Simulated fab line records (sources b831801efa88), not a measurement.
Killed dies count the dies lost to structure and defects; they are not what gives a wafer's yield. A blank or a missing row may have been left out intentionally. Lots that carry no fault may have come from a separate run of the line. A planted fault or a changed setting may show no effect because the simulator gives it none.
Which of the tools did it? / flow gf180mcu / 13 lots with 39 wafers sampled at 6 steps, on a route of 602 steps

## WHAT THE GAUGES SHOWED, per wafer
GF_CONTACT_THK_MEAS_01.
lot=L954; measured=day 15 09:01; on=film-metro-01; CONTACT_CVD_00_THK (nm)=300.8 299.6 299.1
lot=L955; measured=day 15 16:56; on=film-metro-01; CONTACT_CVD_00_THK (nm)=299.2 294.8 301.8
lot=L957; measured=day 16 06:14; on=film-metro-01; CONTACT_CVD_00_THK (nm)=303.0 300.0 299.5
lot=L958; measured=day 16 14:47; on=film-metro-01; CONTACT_CVD_00_THK (nm)=304.1 303.2 303.3
lot=L959; measured=day 17 03:43; on=film-metro-01; CONTACT_CVD_00_THK (nm)=300.9 301.6 300.2
lot=L960; measured=day 17 08:43; on=film-metro-04; CONTACT_CVD_00_THK (nm)=299.8 302.2 304.4
lot=L961; measured=day 17 20:10; on=film-metro-02; CONTACT_CVD_00_THK (nm)=300.6 299.5 301.7
lot=L963; measured=day 18 07:23; on=film-metro-02; CONTACT_CVD_00_THK (nm)=295.7 296.8 296.8
lot=L973; measured=day 21 21:46; on=film-metro-02; CONTACT_CVD_00_THK (nm)=301.4 304.7 304.3
lot=L974; measured=day 22 06:49; on=film-metro-01; CONTACT_CVD_00_THK (nm)=300.5 301.0 303.3
lot=L975; measured=day 22 18:10; on=film-metro-04; CONTACT_CVD_00_THK (nm)=300.9 301.1 300.1
lot=L976; measured=day 22 19:43; on=film-metro-04; CONTACT_CVD_00_THK (nm)=304.2 297.8 297.9
lot=L977; measured=day 23 00:34; on=film-metro-01; CONTACT_CVD_00_THK (nm)=307.7 302.0 306.5

GF_CONTACT_CD_MEAS_14: target cd 220 nm.
lot=L954; measured=day 16 08:07; on=cd-sem-02; cd-nm (nm)=218.1 217.3 218.9
lot=L955; measured=day 16 15:35; on=cd-sem-02; cd-nm (nm)=219.9 220.4 219.1
lot=L957; measured=day 17 05:30; on=cd-sem-01; cd-nm (nm)=219.5 220.3 220.6
lot=L958; measured=day 17 14:02; on=cd-sem-02; cd-nm (nm)=218.9 218.4 218.5
lot=L959; measured=day 18 03:54; on=cd-sem-02; cd-nm (nm)=221.0 221.4 221.3
lot=L960; measured=day 18 08:17; on=cd-sem-02; cd-nm (nm)=221.7 219.3 220.5
lot=L961; measured=day 18 20:35; on=cd-sem-01; cd-nm (nm)=221.7 220.6 219.2
lot=L963; measured=day 19 07:56; on=cd-sem-02; cd-nm (nm)=219.3 219.6 219.7
lot=L973; measured=day 22 21:30; on=cd-sem-02; cd-nm (nm)=220.2 220.7 218.6
lot=L974; measured=day 23 07:38; on=cd-sem-01; cd-nm (nm)=218.6 219.9 219.8
lot=L975; measured=day 23 15:35; on=cd-sem-01; cd-nm (nm)=218.5 216.2 217.1
lot=L976; measured=day 23 16:54; on=cd-sem-01; cd-nm (nm)=221.8 221.2 221.7
lot=L977; measured=day 23 23:28; on=cd-sem-02; cd-nm (nm)=220.1 221.0 221.3

GF_CONTACT_RS_MEAS_25: the measuring method here is four-point-probe.
lot=L954; measured=day 16 08:57; on=film-metro-01; CONTACT_W_RS (ohm/sq)=0.371 0.377 0.377
lot=L955; measured=day 16 16:25; on=film-metro-04; CONTACT_W_RS (ohm/sq)=0.378 0.382 0.383
lot=L957; measured=day 17 06:20; on=film-metro-01; CONTACT_W_RS (ohm/sq)=0.380 0.381 0.383
lot=L958; measured=day 17 14:51; on=film-metro-04; CONTACT_W_RS (ohm/sq)=0.374 0.376 0.379
lot=L959; measured=day 18 04:43; on=film-metro-04; CONTACT_W_RS (ohm/sq)=0.380 0.378 0.382
lot=L960; measured=day 18 09:11; on=film-metro-01; CONTACT_W_RS (ohm/sq)=0.385 0.382 0.388
lot=L961; measured=day 18 21:25; on=film-metro-02; CONTACT_W_RS (ohm/sq)=0.383 0.380 0.381
lot=L963; measured=day 19 08:46; on=film-metro-04; CONTACT_W_RS (ohm/sq)=0.386 0.384 0.444
lot=L973; measured=day 22 22:19; on=film-metro-01; CONTACT_W_RS (ohm/sq)=0.382 0.377 0.379
lot=L974; measured=day 23 08:40; on=film-metro-01; CONTACT_W_RS (ohm/sq)=0.381 0.379 0.386
lot=L975; measured=day 23 16:30; on=film-metro-01; CONTACT_W_RS (ohm/sq)=0.386 0.386 0.391
lot=L976; measured=day 23 17:43; on=film-metro-02; CONTACT_W_RS (ohm/sq)=0.389 0.388 0.386
lot=L977; measured=day 24 00:17; on=film-metro-04; CONTACT_W_RS (ohm/sq)=0.377 0.382 0.377

GF_CONTACT_THK_MEAS_26: measures by xrf.
lot=L954; measured=day 16 09:03; on=film-metro-01; CONTACT_W_THK (nm)=309 305 303
lot=L955; measured=day 16 16:31; on=film-metro-04; CONTACT_W_THK (nm)=307 303 305
lot=L957; measured=day 17 06:26; on=film-metro-01; CONTACT_W_THK (nm)=308 307 305
lot=L958; measured=day 17 14:58; on=film-metro-04; CONTACT_W_THK (nm)=312 309 306
lot=L959; measured=day 18 04:49; on=film-metro-04; CONTACT_W_THK (nm)=305 307 303
lot=L960; measured=day 18 09:19; on=film-metro-01; CONTACT_W_THK (nm)=299 302 297
lot=L961; measured=day 18 21:32; on=film-metro-02; CONTACT_W_THK (nm)=298 300 300
lot=L963; measured=day 19 08:53; on=film-metro-04; CONTACT_W_THK (nm)=300 305 261
lot=L973; measured=day 22 22:25; on=film-metro-01; CONTACT_W_THK (nm)=301 307 305
lot=L974; measured=day 23 08:47; on=film-metro-01; CONTACT_W_THK (nm)=305 304 300
lot=L975; measured=day 23 16:35; on=film-metro-01; CONTACT_W_THK (nm)=299 299 294
lot=L976; measured=day 23 17:50; on=film-metro-02; CONTACT_W_THK (nm)=295 294 298
lot=L977; measured=day 24 00:23; on=film-metro-04; CONTACT_W_THK (nm)=309 305 309

## WHAT TOOL EACH LOT RAN ON (gives the tool, then ch and the chambers of the sampled wafers, and finally the start)
lot=L954; GF_CONTACT_ETCH_17=rie-diel-01 ch 1,2,3, day 16 08:50 or earlier; GF_CONTACT_CVD_24=cvd-w-02 ch 0,1, day 16 08:50
lot=L955; GF_CONTACT_ETCH_17=rie-diel-01 ch 0,1,2, day 16 16:17 or earlier; GF_CONTACT_CVD_24=cvd-w-02 ch 0,1, day 16 16:17
lot=L957; GF_CONTACT_ETCH_17=rie-diel-03 ch 1,2, day 17 06:13 or earlier; GF_CONTACT_CVD_24=cvd-w-02 ch 0,1, day 17 06:13
lot=L958; GF_CONTACT_ETCH_17=rie-diel-04 ch 0,2,3, day 17 14:44 or earlier; GF_CONTACT_CVD_24=cvd-w-02 ch 0,1, day 17 14:44
lot=L959; GF_CONTACT_ETCH_17=rie-diel-03 ch 2,3, day 18 04:37 or earlier; GF_CONTACT_CVD_24=cvd-w-01 ch 0,1, day 18 04:37
lot=L960; GF_CONTACT_ETCH_17=rie-diel-01 ch 0,3, day 18 09:05 or earlier; GF_CONTACT_CVD_24=cvd-w-01 ch 0,1, day 18 09:05
lot=L961; GF_CONTACT_ETCH_17=rie-diel-03 ch 0,1,3, day 18 21:19 or earlier; GF_CONTACT_CVD_24=cvd-w-02 ch 0,1, day 18 21:19
lot=L963; GF_CONTACT_ETCH_17=rie-diel-01 ch 1,2,3, day 19 08:40 or earlier; GF_CONTACT_CVD_24=cvd-w-01 ch 0,1, day 19 08:40
lot=L973; GF_CONTACT_ETCH_17=rie-diel-01 ch 0,3, day 22 22:13 or earlier; GF_CONTACT_CVD_24=cvd-w-02 ch 0,1, day 22 22:13
lot=L974; GF_CONTACT_ETCH_17=rie-diel-03 ch 0,1, day 23 08:31 or earlier; GF_CONTACT_CVD_24=cvd-w-01 ch 1, day 23 08:31
lot=L975; GF_CONTACT_ETCH_17=rie-diel-03 ch 0,1,3, day 23 16:21 or earlier; GF_CONTACT_CVD_24=cvd-w-01 ch 0,1, day 23 16:21
lot=L976; GF_CONTACT_ETCH_17=rie-diel-03 ch 0,1,2, day 23 17:37 or earlier; GF_CONTACT_CVD_24=cvd-w-01 ch 0,1, day 23 17:37
lot=L977; GF_CONTACT_ETCH_17=rie-diel-04 ch 1,2,3, day 24 00:11 or earlier; GF_CONTACT_CVD_24=cvd-w-01 ch 0,1, day 24 00:11
- GF_CONTACT_ETCH_17: etches SiO2 in C4F8/O2/Ar, stops on CoSi2, target depth 860 nm.
- GF_CONTACT_CVD_24: deposits W, target thk 300 nm, time 90.339 s.

## AS READ BY THE TOOLS THEMSELVES (means over the sampled wafers that have a number; for cases with no such wafer, the mark the record gives instead)
GF_CONTACT_ETCH_17.
lot=L954; tool=rie-diel-01; oes-product-au (a.u.)=0.815
lot=L955; tool=rie-diel-01; oes-product-au (a.u.)=0.816
lot=L957; tool=rie-diel-03; oes-product-au (a.u.)=0.815
lot=L958; tool=rie-diel-04; oes-product-au (a.u.)=0.814
lot=L959; tool=rie-diel-03; oes-product-au (a.u.)=0.815
lot=L960; tool=rie-diel-01; oes-product-au (a.u.)=0.818
lot=L961; tool=rie-diel-03; oes-product-au (a.u.)=0.814
lot=L963; tool=rie-diel-01; oes-product-au (a.u.)=0.810
lot=L973; tool=rie-diel-01; oes-product-au (a.u.)=0.815
lot=L974; tool=rie-diel-03; oes-product-au (a.u.)=0.816
lot=L975; tool=rie-diel-03; oes-product-au (a.u.)=0.815
lot=L976; tool=rie-diel-03; oes-product-au (a.u.)=0.814
lot=L977; tool=rie-diel-04; oes-product-au (a.u.)=0.821

GF_CONTACT_CVD_24.
lot=L954; tool=cvd-w-02; chamber-pressure-Torr (Torr)=40.11; heater-power-w (W)=861
lot=L955; tool=cvd-w-02; chamber-pressure-Torr (Torr)=39.97; heater-power-w (W)=896
lot=L957; tool=cvd-w-02; chamber-pressure-Torr (Torr)=40.05; heater-power-w (W)=904
lot=L958; tool=cvd-w-02; chamber-pressure-Torr (Torr)=40.03; heater-power-w (W)=865
lot=L959; tool=cvd-w-01; chamber-pressure-Torr (Torr)=39.90; heater-power-w (W)=909
lot=L960; tool=cvd-w-01; chamber-pressure-Torr (Torr)=40.00; heater-power-w (W)=859
lot=L961; tool=cvd-w-02; chamber-pressure-Torr (Torr)=39.95; heater-power-w (W)=901
lot=L963; tool=cvd-w-01; chamber-pressure-Torr (Torr)=36.70; heater-power-w (W)=918
lot=L973; tool=cvd-w-02; chamber-pressure-Torr (Torr)=40.01; heater-power-w (W)=918
lot=L974; tool=cvd-w-01; chamber-pressure-Torr (Torr)=40.07; heater-power-w (W)=802
lot=L975; tool=cvd-w-01; chamber-pressure-Torr (Torr)=39.97; heater-power-w (W)=858
lot=L976; tool=cvd-w-01; chamber-pressure-Torr (Torr)=39.94; heater-power-w (W)=912
lot=L977; tool=cvd-w-01; chamber-pressure-Torr (Torr)=39.94; heater-power-w (W)=859

## THE ANSWER, worked out from the rows above alone
Rule: usual is defined by the lots themselves. The widest of any qualifying gaps counts: lots, ordered by their means at a reading, are off when they make up no more than a third of the lots, leave a main group of 4 or more, and stand apart from it by 3 or more times the standard deviation of that group's means. A main group is skipped when, at the precision printed for the reading in the tables above, its means are all equal. A lot without any number at a reading at which 4 lots or more have one is off too. All remaining lots with rows at the step are treated as sound. After the gauges, taken in route order, come the tools' own readings; for these a lot's mean is taken, as printed above. At the first step where some lot is off, the reading lying furthest off is the one used; lots without a number count as furthest.
Off: L963, at GF_CONTACT_RS_MEAS_25 (CONTACT_W_RS). Main group: mean 0.381 ohm/sq, sd 0.0038.
A tool fits if, at a process step before that reading, it ran every lot that is off, and no sound lot after the first of them. The gauges at GF_CONTACT_RS_MEAS_25 aren't tried: what is off there is off at GF_CONTACT_CVD_24 too, on other tools, and a gauge's error can't cause that. GF_CONTACT_ETCH_17: start missing for some lots; hours and lot order therefore follow GF_CONTACT_CVD_24. No candidate that was tried fits.

## WHAT WAS PUT IN BY THE SIMULATOR
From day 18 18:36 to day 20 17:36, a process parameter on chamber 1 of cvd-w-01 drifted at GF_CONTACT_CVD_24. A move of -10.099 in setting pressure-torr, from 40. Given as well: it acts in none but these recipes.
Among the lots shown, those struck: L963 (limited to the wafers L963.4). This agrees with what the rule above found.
